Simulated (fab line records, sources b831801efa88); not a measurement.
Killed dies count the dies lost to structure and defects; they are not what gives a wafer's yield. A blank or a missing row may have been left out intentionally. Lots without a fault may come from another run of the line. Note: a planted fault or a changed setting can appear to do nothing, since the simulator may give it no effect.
What tool caused it?    flow gf180mcu    39 wafers from 13 lots sampled at 3 of the route's 602 steps

WHAT THE GAUGES SHOWED, per wafer
GF_NSD_CD_MEAS_07: target cd 400 nm.
lot   measured      on         cd nm (nm)
L943  day 13 20:05  cd sem-01  399 398 400
L945  day 14 18:45  cd sem-02  399 400 399
L946  day 14 23:31  cd sem-01  399 399 402
L947  day 15 11:20  cd sem-02  403 407 404
L948  day 15 20:40  cd sem-02  399 400 399
L949  day 16 00:34  cd sem-01  399 397 401
L951  day 16 18:37  cd sem-02  408 406 405
L954  day 17 20:22  cd sem-02  403 406 404
L957  day 18 17:20  cd sem-01  402 401 404
L962  day 20 10:45  cd sem-02  401 399 398
L964  day 21 09:55  cd sem-01  399 401 399

WHAT TOOL EACH LOT RAN ON (gives the tool, then ch and the chambers of the sampled wafers, and finally the start)
lot   GF_VT_IMPLANT_RTA_45              GF_DUAL_GATE_STRIP_13
L943  rtp anneal-02 ch 0, day 8 01:10   plasma asher-01 ch 0,1, day 8 20:16
L945  rtp anneal-02 ch 0, day 8 17:14   plasma asher-01 ch 0,1, day 9 12:20
L946  rtp anneal-01 ch 0, day 8 22:26   plasma asher-03 ch 0,1, day 9 17:00
L947  rtp anneal-02 ch 0, day 9 05:23   plasma asher-01 ch 0,1, day 10 02:28
L948  rtp anneal-01 ch 0, day 9 12:12   plasma asher-03 ch 1, day 10 09:04
L949  rtp anneal-02 ch 0, day 9 19:44   plasma asher-03 ch 1, day 10 17:33
L951  rtp anneal-02 ch 0, day 10 09:31  plasma asher-03 ch 0,1, day 11 05:50
L952  rtp anneal-02 ch 0, day 10 15:59  plasma asher-03 ch 0,1, day 11 12:16
L953  rtp anneal-01 ch 0, day 10 22:36  plasma asher-04 ch 0,1, day 11 19:25
L954  rtp anneal-01 ch 0, day 11 05:38  plasma asher-03 ch 0,1, day 12 04:01
L957  rtp anneal-02 ch 0, day 11 23:34  plasma asher-03 ch 0,1, day 12 21:07
L962  rtp anneal-02 ch 0, day 13 08:58  plasma asher-03 ch 0,1, day 14 07:43
L964  rtp anneal-01 ch 0, day 14 01:32  plasma asher-04 ch 0,1, day 15 00:47
- GF_VT_IMPLANT_RTA_45: time 30 s.
- GF_DUAL_GATE_STRIP_13: strips in O2/N2.

WHAT THE TOOLS THEMSELVES READ (means of the sampled wafers that have a number; where no wafer has one, the mark that the record gives instead)
GF_VT_IMPLANT_RTA_45.
lot   tool           chamber o2 ppm  lamp power pct (%)  wafer_temp_C_max
L943  rtp anneal-02  2.013           36.06               1053.9
L945  rtp anneal-02  1.984           36.10               1054.1
L946  rtp anneal-01  1.983           36.55               1054.4
L947  rtp anneal-02  1.997           36.07               1054.6
L948  rtp anneal-01  1.965           36.53               1053.9
L949  rtp anneal-02  2.008           36.04               1054.6
L951  rtp anneal-02  2.008           36.05               1053.2
L952  rtp anneal-02  1.999           36.08               1053.5
L953  rtp anneal-01  1.989           36.57               1053.7
L954  rtp anneal-01  2.009           36.54               1053.8
L957  rtp anneal-02  1.999           36.08               1053.4
L962  rtp anneal-02  2.014           36.06               1053.9
L964  rtp anneal-01  2.017           36.60               1053.3

GF_DUAL_GATE_STRIP_13.
lot   tool             chamber pressure mTorr (mTorr)  drypump motor current A (A)  heater power w (W)  oes product au (a.u.)  platen temp c (C)  strip time to endpoint s (s)
L943  plasma asher-01  1501.9                          5.7                          324                 0.718                  250.15             12.57
L945  plasma asher-01  1499.9                          5.7                          331                 0.715                  249.88             12.58
L946  plasma asher-03  1498.9                          5.5                          300                 0.714                  250.08             12.66
L947  plasma asher-01  1499.3                          6.1                          321                 0.715                  250.03             12.66
L948  plasma asher-03  1499.4                          5.5                          303                 0.716                  249.87             12.63
L949  plasma asher-03  1501.4                          5.5                          308                 0.718                  249.75             12.62
L951  plasma asher-03  1500.2                          5.6                          296                 0.716                  250.14             12.64
L952  plasma asher-03  -                               -                            -                   -                      -                  -
L953  plasma asher-04  -                               -                            -                   -                      -                  -
L954  plasma asher-03  1500.2                          5.5                          299                 0.720                  250.14             12.66
L957  plasma asher-03  1499.4                          5.5                          309                 0.718                  249.88             12.63
L962  plasma asher-03  1499.7                          5.5                          301                 0.716                  250.06             12.56
L964  plasma asher-04  1500.3                          5.1                          319                 0.716                  249.99             12.63

THE ANSWER, worked out from the rows above alone
Rule: usual is defined by the lots themselves. Put in order of their means at a reading, lots are off if they are a third of the lots or fewer, leave a main group of 4 or more, and stand apart from it by a gap of 3 or more times the standard deviation of the main group's means; of several such gaps the widest counts. Not used: any main group whose means are identical at the precision the tables above print for the reading. Also off: a lot with no number at a reading for which 4 or more lots have one. All remaining lots with rows at the step are treated as sound. First the gauges in route order, then the tools' own readings, where a lot's mean is used as printed above. At the first step where some lot is off, the reading lying furthest off is the one used; lots without a number count as furthest.
Off at GF_DUAL_GATE_STRIP_13 (chamber pressure mTorr): L952, L953. Without a number there: L952, L953. The main group has a mean of 1500.1 mTorr with a standard deviation of 0.86.
If a tool, at that step or one of the process steps before it, ran each lot that is off and ran no sound lot following the first of them, it fits. Not one of the candidates tried fits.

WHAT THE SIMULATOR HAD PUT IN
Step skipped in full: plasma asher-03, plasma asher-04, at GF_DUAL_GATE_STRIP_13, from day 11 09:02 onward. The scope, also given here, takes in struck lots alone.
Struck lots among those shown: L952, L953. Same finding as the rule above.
